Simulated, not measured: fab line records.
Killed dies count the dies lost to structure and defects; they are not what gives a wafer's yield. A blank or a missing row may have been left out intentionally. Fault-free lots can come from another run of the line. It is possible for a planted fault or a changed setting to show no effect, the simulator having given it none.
Which of the tools did it? + flow sky130 + Sampling: 12 lots, 36 wafers, 4 of 708 route steps

WHAT THE GAUGES SHOWED, per wafer
SKY_LDD_N_OVL_MEAS_07. Usual: for LDD_N_OVL the level is -0.5 nm and the standard deviation is 1.4.
| lot  | measured     | on         | LDD_N_OVL (nm) | flag |
|------|--------------|------------|----------------|------|
| L246 | day 18 21:50 | overlay-02 | 0.0 -1.3 -0.8  |      |
| L247 | day 19 12:24 | overlay-02 | -1.0 0.7 0.6   |      |
| L248 | day 19 12:28 | overlay-02 | 1.6 2.8 1.2    |      |
| L249 | day 19 23:50 | overlay-02 | -0.2 0.1 0.9   |      |
| L250 | day 20 12:10 | overlay-01 | -1.8 -0.8 -1.6 |      |
| L251 | day 20 18:23 | overlay-02 | -0.9 -0.8 -0.7 |      |
| L253 | day 21 07:56 | overlay-01 | -0.1 0.0 1.1   |      |
| L255 | day 21 22:33 | overlay-02 | -2.2 -2.5 -2.1 |      |
| L256 | day 22 05:06 | overlay-01 | 0.5 0.9 -0.4   |      |
| L257 | day 23 05:02 | overlay-02 | 0.5 1.2 1.2    |      |
| L259 | day 23 15:35 | overlay-02 | 0.2 1.0 1.5    |      |
| L261 | day 23 21:15 | overlay-01 | -1.4 -1.2 -1.1 |      |

SKY_LDD_LDN_TW_MEAS_13. Usual: for LDD_LDN_TW the level is 1476 and the standard deviation is 14.
| lot  | measured     | on           | LDD_LDN_TW     | flag |
|------|--------------|--------------|----------------|------|
| L246 | day 24 04:41 | filmMetro-03 | 1452 1452 1452 |      |
| L247 | day 24 18:10 | filmMetro-03 | 1458 1454 1468 |      |
| L248 | day 24 20:24 | filmMetro-03 | 1454 1452 1452 |      |
| L249 | day 25 05:29 | filmMetro-03 | 1456 1461 1463 |      |
| L250 | day 25 17:03 | filmMetro-02 | 1473 1470 1471 |      |
| L251 | day 26 00:23 | filmMetro-01 | 1494 1488 1491 |      |
| L253 | day 26 12:20 | filmMetro-03 | 1457 1453 1463 |      |
| L255 | day 27 01:49 | filmMetro-03 | 1459 1445 1462 |      |
| L256 | day 27 09:50 | filmMetro-01 | 1486 1481 1486 |      |
| L257 | day 28 06:38 | filmMetro-01 | 1480 1473 1480 |      |
| L259 | day 28 17:20 | filmMetro-01 | 1481 1474 1477 |      |
| L261 | day 28 22:32 | filmMetro-02 | 1485 1482 1481 |      |

WHAT TOOL EACH LOT RAN ON (gives the tool, then ch and the chambers of the sampled wafers, and finally the start)
| lot  | SKY_FIELD_ISO_ETCH_17          | SKY_VT_ADJUST_HVTP_STRIP_10         |
|------|--------------------------------|-------------------------------------|
| L246 | rieSi-02 ch 2,3, day 2 10:34   | plasmaAsher-04 ch 0,1, day 6 18:12  |
| L247 | rieSi-02 ch 0,1,3, day 2 16:43 | plasmaAsher-01 ch 0,1, day 7 01:40  |
| L248 | rieSi-01 ch 0,1,3, day 2 20:56 | plasmaAsher-01 ch 0,1, day 7 04:50  |
| L249 | rieSi-02 ch 1,2, day 3 02:43   | plasmaAsher-04 ch 0,1, day 7 10:01  |
| L250 | rieSi-02 ch 0,3, day 3 10:04   | plasmaAsher-04 ch 0,1, day 7 19:41  |
| L251 | rieSi-01 ch 0,1,3, day 3 15:52 | plasmaAsher-03 ch 0,1, day 7 22:25  |
| L253 | rieSi-02 ch 0,2, day 4 03:19   | plasmaAsher-01 ch 0,1, day 8 14:22  |
| L255 | rieSi-01 ch 1,3, day 4 10:55   | plasmaAsher-04 ch 0,1, day 8 23:19  |
| L256 | rieSi-02 ch 1,2, day 4 14:28   | plasmaAsher-03 ch 0,1, day 9 04:22  |
| L257 | rieSi-02 ch 1,3, day 4 20:25   | plasmaAsher-04 ch 0,1, day 9 16:55  |
| L259 | rieSi-02 ch 2,3, day 5 07:19   | plasmaAsher-04 ch 0,1, day 10 03:46 |
| L261 | rieSi-01 ch 0,1,2, day 5 16:52 | plasmaAsher-03 ch 0,1, day 10 09:33 |
- SKY_FIELD_ISO_ETCH_17: etches Si in HBr/Cl2/O2, target depth 342 nm, time 97.7 s.
- SKY_VT_ADJUST_HVTP_STRIP_10: strips in O2/N2.

WHAT THE TOOLS THEMSELVES READ (means of the sampled wafers that have a number; where no wafer has one, the mark that the record gives instead)
SKY_FIELD_ISO_ETCH_17. Usual: O2_flow_sccm 6.001 sccm, standard deviation 0.019; chamberPressureMTorr 14.999 mTorr, standard deviation 0.012; drypumpMotorCurrentA 5.6 A, standard deviation 0.5; oesProductAu 1.001 a.u., standard deviation 0.0092; throttleValvePct 25.656 %, standard deviation 0.01.
| lot  | tool     | O2_flow_sccm (sccm) | chamberPressureMTorr (mTorr) | drypumpMotorCurrentA (A) | oesProductAu (a.u.) | throttleValvePct (%) | flag |
|------|----------|---------------------|------------------------------|--------------------------|---------------------|----------------------|------|
| L246 | rieSi-02 | 5.980               | 14.990                       | 5.0                      | 0.998               | 25.652               |      |
| L247 | rieSi-02 | 5.996               | 14.994                       | 5.8                      | 1.006               | 25.644               |      |
| L248 | rieSi-01 | 6.011               | 14.995                       | 5.6                      | 1.011               | 25.651               |      |
| L249 | rieSi-02 | 6.006               | 15.010                       | 5.4                      | 1.000               | 25.657               |      |
| L250 | rieSi-02 | 6.024               | 15.005                       | 5.9                      | 0.993               | 25.657               |      |
| L251 | rieSi-01 | 6.005               | 15.004                       | 5.7                      | 1.013               | 25.641               |      |
| L253 | rieSi-02 | 6.005               | 14.996                       | 5.8                      | 0.990               | 25.659               |      |
| L255 | rieSi-01 | 6.003               | 14.996                       | 5.8                      | 1.003               | 25.651               |      |
| L256 | rieSi-02 | 6.005               | 15.001                       | 5.3                      | 1.004               | 25.652               |      |
| L257 | rieSi-02 | 5.995               | 15.011                       | 5.7                      | 1.001               | 25.664               |      |
| L259 | rieSi-02 | 6.001               | 14.999                       | 5.0                      | 1.137               | 25.565               | OFF  |
| L261 | rieSi-01 | 5.985               | 15.003                       | 5.7                      | 1.003               | 25.657               |      |

SKY_VT_ADJUST_HVTP_STRIP_10. Usual: chamberPressureMTorr 1500.2 mTorr, standard deviation 1.3; drypumpMotorCurrentA 5.7 A, standard deviation 0.36; oesProductAu 0.716 a.u., standard deviation 0.0045; stripTimeToEndpointS 14.18 s, standard deviation 0.038.
| lot  | tool           | chamberPressureMTorr (mTorr) | drypumpMotorCurrentA (A) | oesProductAu (a.u.) | stripTimeToEndpointS (s) | flag |
|------|----------------|------------------------------|--------------------------|---------------------|--------------------------|------|
| L246 | plasmaAsher-04 | 1499.4                       | 5.9                      | 0.713               | 14.24                    |      |
| L247 | plasmaAsher-01 | 1499.7                       | 5.5                      | 0.719               | 14.11                    |      |
| L248 | plasmaAsher-01 | 1501.3                       | 5.3                      | 0.720               | 14.18                    |      |
| L249 | plasmaAsher-04 | 1499.2                       | 5.8                      | 0.717               | 14.17                    |      |
| L250 | plasmaAsher-04 | 1499.5                       | 6.0                      | 0.713               | 14.12                    |      |
| L251 | plasmaAsher-03 | 1500.2                       | 5.7                      | 0.718               | 14.16                    |      |
| L253 | plasmaAsher-01 | 1499.5                       | 5.2                      | 0.717               | 14.15                    |      |
| L255 | plasmaAsher-04 | 1499.4                       | 5.8                      | 0.714               | 14.16                    |      |
| L256 | plasmaAsher-03 | 1500.7                       | 5.6                      | 0.715               | 14.20                    |      |
| L257 | plasmaAsher-04 | 1499.3                       | 6.0                      | 0.716               | 14.22                    |      |
| L259 | plasmaAsher-04 | 1500.9                       | 5.9                      | 0.717               | 14.21                    |      |
| L261 | plasmaAsher-03 | 1501.4                       | 5.7                      | 0.715               | 14.18                    |      |

THE ANSWER, worked out from the rows above alone
Rule: take the mean of a lot's wafers that have a number; if it is more than 3 standard deviations from the usual mean, the lot is off. A lot without any number at a reading at which 4 lots or more have one is off too. Where the step has rows for the other lots, those lots are counted as sound. Order of review: gauges by route order, followed by the tools' own readings, for which a lot's mean as printed above is used. At the first step where some lot is off, the reading lying furthest off is the one used; lots without a number count as furthest.
Off: L259, at SKY_FIELD_ISO_ETCH_17 (oesProductAu).
A tool fits if, at that step or a process step before it, it ran every lot that is off, and no sound lot after the first of them. One fits: SKY_FIELD_ISO_ETCH_17 on rieSi-02. A fault onset in the window from L257 (day 4 20:25, its last sound lot) to L259 (day 5 07:19, its first lot off) fits.
The tool's own readings at SKY_FIELD_ISO_ETCH_17 bear it out: on the lots that are off they differ by more than 5 times the standard deviation of the sound lots' means. oesProductAu reads 1.137 a.u. there against 1.002 a.u. on the sound lots; throttleValvePct reads 25.565 % there against 25.653 % on the sound lots.

WHAT THE SIMULATOR HAD PUT IN
rieSi-02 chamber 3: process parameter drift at SKY_FIELD_ISO_ETCH_17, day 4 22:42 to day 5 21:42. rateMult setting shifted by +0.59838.
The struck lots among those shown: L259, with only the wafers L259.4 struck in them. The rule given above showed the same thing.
